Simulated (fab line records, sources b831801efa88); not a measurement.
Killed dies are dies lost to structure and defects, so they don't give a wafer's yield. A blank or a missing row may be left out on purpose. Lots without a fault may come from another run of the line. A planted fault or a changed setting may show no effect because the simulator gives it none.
fab line records | flow sky130
record lots=6 wafers=18 last_day=50
route steps=708 shown LDD_P@263 LDD_HVN@267 LDD_HVP@278 PAD_OPEN@708
lots that met no fault: from a run of the same line without faults
start_h: hours from the record's first day to the start of the lot's first wafer shown | wait_h: hours since the lot's step before | " the same as in the row above | L1.1+2: a row that stands for several wafers | - no value, or no start given | * or withheld: withheld | < > ~ a bound
route shown NAME@n: a module of which the file shows steps, and the number in the route of the first | usual: mean/standard deviation of fault-free wafers | same: alike in all rows | chamber/n: place in a boat | sites: the reading at each site | _std_site: their standard deviation | _edge_site: outer sites' mean less inner sites' | radius_mm: how far each site lies from the wafer's centre | mask NAME#n: copy n | behind: the tool/chamber that last shaped the wafer | hold: why the lot was held/for how many hours/how that ended | device: the transistor (n, p or np) that didn't switch | end of line: the same wafers' tests at the end of the route | a step without rows: its recipe alone | killed: dies lost to structure and defects at the first sort, not the wafer's yield | map: a wafer's dies, x killed, . not, _ none there
set.NAME: the setting as run; set.NAME@STEP: as run at that earlier step | model.NAME: the simulator's own value behind a step, which no gauge read
lots at some steps of the route; a table a step, a row a wafer
services: from which hour (start_h, from the record's first day; less than 0 if before it) a tool's chamber was out of use, for how many hours, and why
## steps
# step SKY_LDD_P_OVL_MEAS_08
# usual LDD_P_OVL=0.1/1.7
# columns lot.wafer tool chamber start_h wait_h LDD_P_OVL[nm]
L256.2 overlay-02 - 469.56 0.1 -2.4
L256.3 " - " " -2.8
L256.5 " - " " -2.3
L259.1 overlay-01 - 497.10 0.1 -2.0
L259.2 " - " " -0.4
L259.4 " - " " -2.4
L260.3 overlay-01 - 505.76 0.1 2.7
L260.5 " - " " 2.9
L260.6 " - " " 2.0
L261.1 overlay-01 - 513.75 0.1 3.1
L261.3 " - " " 3.3
L261.6 " - " " 2.5
L268.1 overlay-02 - 579.80 0.1 -0.1
L268.5 " - " " -0.6
L268.6 " - " " -0.3
L273.1 overlay-02 - 619.99 0.1 -1.2
L273.2 " - " " -2.6
L273.6 " - " " -0.5
# step SKY_LDD_P_IMPLANT_09
# recipe species=BF2 energy_kev=25 dose_cm2=1e+13 tilt_deg=withheld
# step SKY_LDD_P_STRIP_10
# recipe chemistry=O2/N2 power_w=1400 pressure_mtorr=1500 platen_temp_c=withheld o2_flow_sccm=3000 n2_flow_sccm=300 overash_fraction=0.5
# usual drypump_motor_current_A=5.7/0.41 oes_product_au=0.716/0.0048 strip_time_to_endpoint_s=14.19/0.041
# columns lot.wafer tool chamber start_h wait_h drypump_motor_current_A oes_product_au rf_hours_counter_h strip_time_to_endpoint_s
L256.2 plasma_asher-01 1 469.74 0.1 5.8 0.726 4 14.16
L256.3 " 0 " " 5.0 0.717 - 14.18
L256.5 " 0 " " 5.1 0.718 - 14.18
L259.1 plasma_asher-03 1 497.29 0.1 5.6 0.704 39 14.20
L259.2 " 0 " " 5.5 0.713 39 14.21
L259.4 " 0 " " 5.5 0.716 - 14.18
L260.3 plasma_asher-01 1 505.97 0.1 5.9 0.715 - 14.21
L260.5 " 0 " " 5.0 0.721 - 14.20
L260.6 " 1 " " 5.9 0.715 - 14.17
L261.1 plasma_asher-04 0 513.93 0.1 6.2 0.712 68 14.20
L261.3 " 1 " " 6.0 0.711 - 14.20
L261.6 " 1 " " 6.1 0.711 - 14.19
L268.1 plasma_asher-01 0 579.98 0.1 5.0 0.712 15 14.21
L268.5 " 1 " " 5.9 0.722 - 14.20
L268.6 " 0 " " 5.0 0.718 - 14.23
L273.1 plasma_asher-04 0 620.18 0.1 6.2 0.715 77 14.23
L273.2 " 1 " " 6.1 0.722 77 14.19
L273.6 " 1 " " 6.1 0.717 - 14.15
# step SKY_LDD_P_TW_MEAS_11
# usual LDD_P_TW=637/6.9
# columns lot.wafer tool chamber start_h wait_h LDD_P_TW
L256.2 film_metro-01 - 469.85 0.1 628
L256.3 " - " " 631
L256.5 " - " " 630
L259.1 film_metro-04 - 497.39 0.1 638
L259.2 " - " " 638
L259.4 " - " " 639
L260.3 film_metro-01 - 506.05 0.1 629
L260.5 " - " " 630
L260.6 " - " " 629
L261.1 film_metro-02 - 514.03 0.1 644
L261.3 " - " " 645
L261.6 " - " " 643
L268.1 film_metro-02 - 580.08 0.1 646
L268.5 " - " " 644
L268.6 " - " " 644
L273.1 film_metro-01 - 620.28 0.1 636
L273.2 " - " " 634
L273.6 " - " " 631
# step SKY_LDD_HVN_DEHYDRATE_00
# recipe temp_c=200 time_s=60
# step SKY_LDD_HVN_HMDS_01
# recipe prime_time_s=60 prime_temp_c=120
# step SKY_LDD_HVN_COAT_02
# recipe resist=NOVOLAK spin_rpm=3000 resist_thk_nm=300
# step SKY_LDD_HVN_SOFTBAKE_03
# recipe temp_c=90 time_s=60 resist=NOVOLAK
# step SKY_LDD_HVN_EXPOSE_04
# recipe mask_id=HVNTM na=0.6 source_shape=conventional sigma_outer=0.6 polarization=unpolarized target_cd_nm=700 dose_mj=127
# step SKY_LDD_HVN_PEB_05
# recipe temp_c=withheld time_s=* resist=NOVOLAK
# step SKY_LDD_HVN_DEVELOP_06
# recipe resist=NOVOLAK developer=TMAH develop_time_s=60 dev_temp_c=23
# step SKY_LDD_HVN_OVL_MEAS_07
# usual LDD_HVN_OVL=0.0/1.4
# columns lot.wafer tool chamber start_h wait_h LDD_HVN_OVL[nm]
L256.2 overlay-01 - 499.80 0.1 2.5
L256.3 " - " " 1.4
L256.5 " - " " 0.7
L259.1 overlay-02 - 527.39 0.1 -2.0
L259.2 " - " " -0.1
L259.4 " - " " 0.3
L260.3 overlay-02 - 536.64 0.1 0.4
L260.5 " - " " -0.1
L260.6 " - " " -0.7
L261.1 overlay-02 - 544.42 0.1 0.4
L261.3 " - " " -3.5
L261.6 " - " " -1.0
L268.1 overlay-01 - 610.04 0.1 -0.1
L268.5 " - " " -0.2
L268.6 " - " " -0.8
L273.1 overlay-02 - 649.64 0.1 -1.0
L273.2 " - " " -1.7
L273.6 " - " " -0.7
# step SKY_LDD_HVN_IMPLANT_08
# recipe species=P energy_kev=60 dose_cm2=3e+13 tilt_deg=40
# usual end_station_pressure_torr=5.13e-06/2.7e-07
# columns lot.wafer tool chamber start_h wait_h end_station_pressure_torr
L256.2 implanter-03 0 499.85 0.0 5.18e-06
L256.3 " 0 " " 5.1e-06
L256.5 " 0 " " 5.26e-06
L259.1 implanter-04 0 527.42 0.0 5.15e-06
L259.2 " 0 " " 5.14e-06
L259.4 " 0 " " 5.28e-06
L260.3 implanter-04 0 536.71 0.1 4.87e-06
L260.5 " 0 " " 4.95e-06
L260.6 " 0 " " 5.52e-06
L261.1 implanter-03 0 544.46 0.0 5.54e-06
L261.3 " 0 " " 4.93e-06
L261.6 " 0 " " 5.28e-06
L268.1 implanter-02 0 610.07 0.0 5.05e-06
L268.5 " 0 " " 5.19e-06
L268.6 " 0 " " 5.2e-06
L273.1 implanter-04 0 649.67 0.0 4.99e-06
L273.2 " 0 " " 4.73e-06
L273.6 " 0 " " 5.33e-06
# step SKY_LDD_HVN_STRIP_09
# recipe chemistry=O2/N2 power_w=1400 pressure_mtorr=1500 platen_temp_c=withheld o2_flow_sccm=3000 n2_flow_sccm=300 overash_fraction=0.5
# usual drypump_motor_current_A=5.6/0.34 oes_product_au=0.409/0.0048 strip_time_to_endpoint_s=4.133/0.016
# columns lot.wafer tool chamber start_h wait_h drypump_motor_current_A oes_product_au rf_hours_counter_h strip_time_to_endpoint_s
L256.2 plasma_asher-02 0 499.98 0.1 6.1 0.403 84 4.111
L256.3 " 0 " " 6.1 0.406 - 4.105
L256.5 " 0 " " 6.1 0.400 - 4.126
L259.1 plasma_asher-01 1 527.57 0.1 5.9 0.398 9 4.142
L259.2 " 0 " " 5.0 0.411 9 4.128
L259.4 " 1 " " 5.8 0.413 - 4.126
L260.3 plasma_asher-01 0 536.84 0.1 5.0 0.410 - 4.113
L260.5 " 1 " " 5.9 0.407 - 4.120
L260.6 " 0 " " 5.0 0.416 - 4.122
L261.1 plasma_asher-02 1 544.61 0.1 5.7 0.403 89 4.104
L261.3 " 1 " " 5.7 0.405 - 4.128
L261.6 " 0 " " 6.1 0.406 - 4.105
L268.1 plasma_asher-01 1 610.22 0.1 5.9 0.405 18 4.121
L268.5 " 0 " " 5.1 0.405 - 4.134
L268.6 " 1 " " 5.9 0.408 - 4.141
L273.1 plasma_asher-01 0 649.82 0.1 5.0 0.410 22 4.109
L273.2 " 1 " " 5.9 0.414 22 4.133
L273.6 " 0 " " 5.0 0.413 - 4.138
# step SKY_LDD_HVN_TW_MEAS_10
# usual LDD_HVN_TW=1449/10
# columns lot.wafer tool chamber start_h wait_h LDD_HVN_TW
L256.2 film_metro-03 - 500.09 0.1 1440
L256.3 " - " " 1448
L256.5 " - " " 1439
L259.1 film_metro-03 - 527.67 0.1 1390
L259.2 " - " " 1383
L259.4 " - " " 1384
L260.3 film_metro-02 - 536.93 0.1 1416
L260.5 " - " " 1400
L260.6 " - " " 1410
L261.1 film_metro-03 - 544.81 0.2 1442
L261.3 " - " " 1449
L261.6 " - " " 1449
L268.1 film_metro-03 - 610.32 0.1 1451
L268.5 " - " " 1448
L268.6 " - " " 1454
L273.1 film_metro-02 - 649.92 0.1 1466
L273.2 " - " " 1463
L273.6 " - " " 1460
# step SKY_LDD_HVP_DEHYDRATE_00
# recipe temp_c=200 time_s=60
# step SKY_PAD_OPEN_PROBE_99
# usual killed_at_M0_to_M3=44/7.2 killed_at_M4_up=3.5/1.8 killed_at_contacts=25/5.1 killed_at_front_end=14/4.4 killed_at_other=0.4/0.58 killed_dies=87/9.1 killed_open=48/6.9 killed_short=38/6.3
# same gross_dies=492 killed_at_back_side=0
# columns lot.wafer tool chamber start_h wait_h killed_at_M0_to_M3 killed_at_M4_up killed_at_contacts killed_at_front_end killed_at_other killed_dies killed_open killed_short model.etest.tip_n_5v.rs_ohm_sq model.etest.tip_n_5v.rs_ohm_sq_range model.etest.tip_n_5v.rs_ohm_sq_rim_less_centre model.etest.nfet_g5v0d10v5.r_on_ohm_um model.etest.nfet_g5v0d10v5.vt_v_range
L256.2 prober-02 - 1099.06 0.1 45 3 33 15 1 97 55 41 1393 22.11 -5.351 1882 0.01454
L256.3 prober-02 - 1099.11 0.2 41 7 22 10 1 81 42 39 1390 34.16 -17.3 1892 0.01868
L256.5 prober-02 - 1099.21 0.2 48 6 29 16 0 99 61 38 1388 36.44 3.923 1885 0.01498
L259.1 prober-01 - 1118.31 0.1 55 3 15 14 0 87 55 32 1605 183.6 -90.53 1926 0.01126
L259.2 prober-01 - 1118.36 0.1 47 4 17 9 0 77 39 38 1606 213.9 -88.78 1934 0.007414
L259.4 prober-01 - 1118.46 0.2 44 3 27 11 0 85 58 27 1588 201.7 -77.71 1936 0.01928
L260.3 prober-02 - 1124.80 0.2 35 3 28 15 0 81 53 28 1606 206.9 -88.49 1949 0.01174
L260.5 prober-02 - 1124.90 0.2 44 2 21 16 0 83 37 46 1610 206 -95.15 1935 0.0149
L260.6 prober-02 - 1124.95 0.2 49 6 30 11 0 96 45 51 1601 192.4 -83.34 1946 0.02748
L261.1 prober-01 - 1131.36 0.1 50 3 25 11 1 90 52 38 1396 24.18 -2.073 1911 0.01454
L261.3 prober-01 - 1131.46 0.2 50 1 31 18 0 100 56 44 1393 33.21 8.383 1880 0.01392
L261.6 prober-01 - 1131.61 0.2 43 2 24 7 1 77 48 29 1392 26.32 13.31 1908 0.01967
L268.1 prober-01 - 1169.45 0.1 57 2 21 20 0 100 52 48 1379 36.2 -11.62 1881 0.01415
L268.5 prober-01 - 1169.65 0.2 43 5 27 20 0 95 50 45 1390 30.63 -8.509 1869 0.01468
L268.6 prober-01 - 1169.70 0.2 45 5 19 19 0 88 38 50 1381 30 14.38 1883 0.01155
L273.1 prober-02 - 1194.65 0.1 45 3 22 11 0 81 45 36 1349 25.17 -16.04 1890 0.02033
L273.2 prober-02 - 1194.70 0.1 46 4 24 10 0 84 53 31 1355 22.42 -7.103 1870 0.02175
L273.6 prober-02 - 1194.90 0.2 24 5 27 18 2 76 45 31 1356 30.71 -17.43 1859 0.01209
# killed by level:class
L256.2 CONTACT:geometric_particle:open=13 VIA1:geometric_particle:open=11 VIA3:geometric_particle:open=9 VIA1:geometric_particle:short=6 LI_CONTACT:geometric_particle:short=5 LI_CONTACT:geometric_particle:open=5 CONTACT:geometric_particle:short=5 FIELD_ISO:geometric_particle:open=4
L256.3 CONTACT:geometric_particle:open=9 VIA1:geometric_particle:open=9 LI_CONTACT:geometric_particle:open=6 VIA2:geometric_particle:short=5 METAL4:geometric_particle:short=5 METAL1:geometric_particle:short=4 METAL2:geometric_particle:short=4 VIA2:geometric_particle:open=4
L256.5 LI_CONTACT:geometric_particle:open=11 VIA1:geometric_particle:open=10 VIA3:geometric_particle:open=8 VIA2:geometric_particle:open=7 FIELD_ISO:geometric_particle:short=6 CONTACT:geometric_particle:short=5 CONTACT:geometric_particle:open=5 LI_CONTACT:geometric_particle:short=4
L259.1 VIA1:geometric_particle:open=13 VIA2:geometric_particle:open=9 VIA3:geometric_particle:open=7 CONTACT:geometric_particle:open=6 METAL1:geometric_particle:open=6 METAL2:geometric_particle:short=6 SPACER:geometric_particle:open=5 METAL1:geometric_particle:short=5
L259.2 VIA1:geometric_particle:open=15 METAL2:geometric_particle:short=8 METAL1:geometric_particle:short=6 LI_CONTACT:geometric_particle:open=5 VIA3:geometric_particle:open=5 CONTACT:geometric_particle:open=4 METAL4:geometric_particle:short=4 CONTACT:geometric_particle:short=3
L259.4 VIA1:geometric_particle:open=16 LI_CONTACT:geometric_particle:open=13 CONTACT:geometric_particle:open=8 VIA2:geometric_particle:open=8 METAL2:geometric_particle:short=7 FIELD_ISO:geometric_particle:open=5 LOCAL_INTERCONNECT:geometric_particle:short=5 VIA3:geometric_particle:open=4
L260.3 CONTACT:geometric_particle:open=14 LI_CONTACT:geometric_particle:open=8 VIA1:geometric_particle:open=6 VIA2:geometric_particle:open=6 VIA1:geometric_particle:short=5 POLY_GATE:geometric_particle:short=4 POLY_GATE:geometric_particle:open=4 LOCAL_INTERCONNECT:geometric_particle:short=4
L260.5 CONTACT:geometric_particle:open=8 FIELD_ISO:geometric_particle:open=6 VIA1:geometric_particle:open=6 VIA2:geometric_particle:open=6 VIA2:geometric_particle:short=6 POLY_GATE:geometric_particle:short=5 LOCAL_INTERCONNECT:geometric_particle:short=5 VIA3:geometric_particle:short=5
L260.6 CONTACT:geometric_particle:open=11 VIA1:geometric_particle:open=9 VIA2:geometric_particle:open=8 VIA1:geometric_particle:short=7 METAL1:geometric_particle:short=6 VIA3:geometric_particle:open=6 METAL4:geometric_particle:short=6 LOCAL_INTERCONNECT:geometric_particle:short=5
L261.1 VIA3:geometric_particle:open=10 VIA1:geometric_particle:open=9 LI_CONTACT:geometric_particle:open=8 CONTACT:geometric_particle:open=8 VIA1:geometric_particle:short=7 VIA2:geometric_particle:open=6 METAL1:geometric_particle:short=6 FIELD_ISO:geometric_particle:open=4
L261.3 VIA1:geometric_particle:open=14 CONTACT:geometric_particle:open=10 VIA3:geometric_particle:open=9 VIA2:geometric_particle:open=6 LI_CONTACT:geometric_particle:open=6 LOCAL_INTERCONNECT:geometric_particle:short=6 METAL2:geometric_particle:short=6 FIELD_ISO:geometric_particle:short=5
L261.6 VIA1:geometric_particle:open=13 CONTACT:geometric_particle:open=12 LI_CONTACT:geometric_particle:open=6 METAL1:geometric_particle:short=6 VIA2:geometric_particle:open=5 VIA3:geometric_particle:short=5 VIA3:geometric_particle:open=5 METAL3:geometric_particle:short=4
L268.1 VIA1:geometric_particle:open=14 CONTACT:geometric_particle:open=9 METAL2:geometric_particle:short=7 VIA2:geometric_particle:open=7 FIELD_ISO:geometric_particle:short=5 METAL3:geometric_particle:short=5 POLY_GATE:geometric_particle:short=5 LI_CONTACT:geometric_particle:open=5
L268.5 CONTACT:geometric_particle:open=12 VIA1:geometric_particle:open=12 METAL2:geometric_particle:short=8 FIELD_ISO:geometric_particle:short=6 LI_CONTACT:geometric_particle:open=6 VIA1:geometric_particle:short=6 VIA2:geometric_particle:open=6 POLY_GATE:geometric_particle:open=5
L268.6 POLY_GATE:geometric_particle:short=7 VIA3:geometric_particle:open=7 VIA1:geometric_particle:open=7 CONTACT:geometric_particle:open=6 FIELD_ISO:geometric_particle:short=5 METAL1:geometric_particle:short=5 VIA2:geometric_particle:open=5 METAL3:geometric_particle:short=5
L273.1 VIA1:geometric_particle:open=11 VIA2:geometric_particle:open=8 CONTACT:geometric_particle:open=8 METAL1:geometric_particle:short=8 LI_CONTACT:geometric_particle:open=7 VIA3:geometric_particle:open=5 METAL2:geometric_particle:short=4 VIA2:geometric_particle:short=4
L273.2 VIA1:geometric_particle:open=14 LI_CONTACT:geometric_particle:open=13 VIA1:geometric_particle:short=8 CONTACT:geometric_particle:open=7 METAL2:geometric_particle:short=6 VIA2:geometric_particle:open=5 VIA3:geometric_particle:open=5 FIELD_ISO:geometric_particle:short=4
L273.6 CONTACT:geometric_particle:open=10 FIELD_ISO:geometric_particle:short=9 LI_CONTACT:geometric_particle:open=8 VIA1:geometric_particle:open=5 VIA2:geometric_particle:open=5 CONTACT:geometric_particle:short=4 POLY_GATE:geometric_particle:open=3 METAL2:geometric_particle:short=3
## services
# columns tool chamber start_h hours kind
plasma_asher-04 - 446.33 1.2 repair
implanter-03 - 455.34 1.2 repair
implanter-03 - 455.34 1.0 repair
plasma_asher-01 - 473.14 2.8 pm
plasma_asher-04 - 491.16 0.8 repair
implanter-03 - 514.83 5.6 repair
plasma_asher-04 - 524.79 1.2 repair
implanter-03 - 561.66 7.6 pm
plasma_asher-04 - 568.65 16.2 repair
plasma_asher-03 - 582.19 0.8 repair
implanter-03 - 600.14 1.3 repair
implanter-02 - 603.57 4.9 pm
plasma_asher-03 - 604.02 9.8 repair
implanter-04 - 618.42 1.5 repair
plasma_asher-01 - 639.18 3.4 repair
implanter-02 - 648.88 3.6 pm
## key
first_sign step=SKY_LDD_HVN_TW_MEAS_10 reading=LDD_HVN_TW direction=down sigmas=5 usual=1449 struck=1397
effect none on later readings
model_effect step=SKY_PAD_OPEN_PROBE_99 value=etest.tip_n_5v.rs_ohm_sq without=1392 struck=1603
met_at SKY_LDD_HVN_IMPLANT_08
struck_wafers L259.1,L259.2,L259.4,L260.3,L260.5,L260.6
tester_left_out L259,L260
fault kind=process_parameter_drift tool=implanter-04 chamber=- onset_h=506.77 steps=SKY_LDD_HVN_IMPLANT_08 channel=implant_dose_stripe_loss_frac offset=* shape=step end_h=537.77
# tester_left_out: of these lots the tester's yield and bins aren't shown, on N5 and GAA mostly nor the transistor test; their killed dies are dies lost to structure and defects alone, not to doping, threshold or leakage, so they don't give the yield
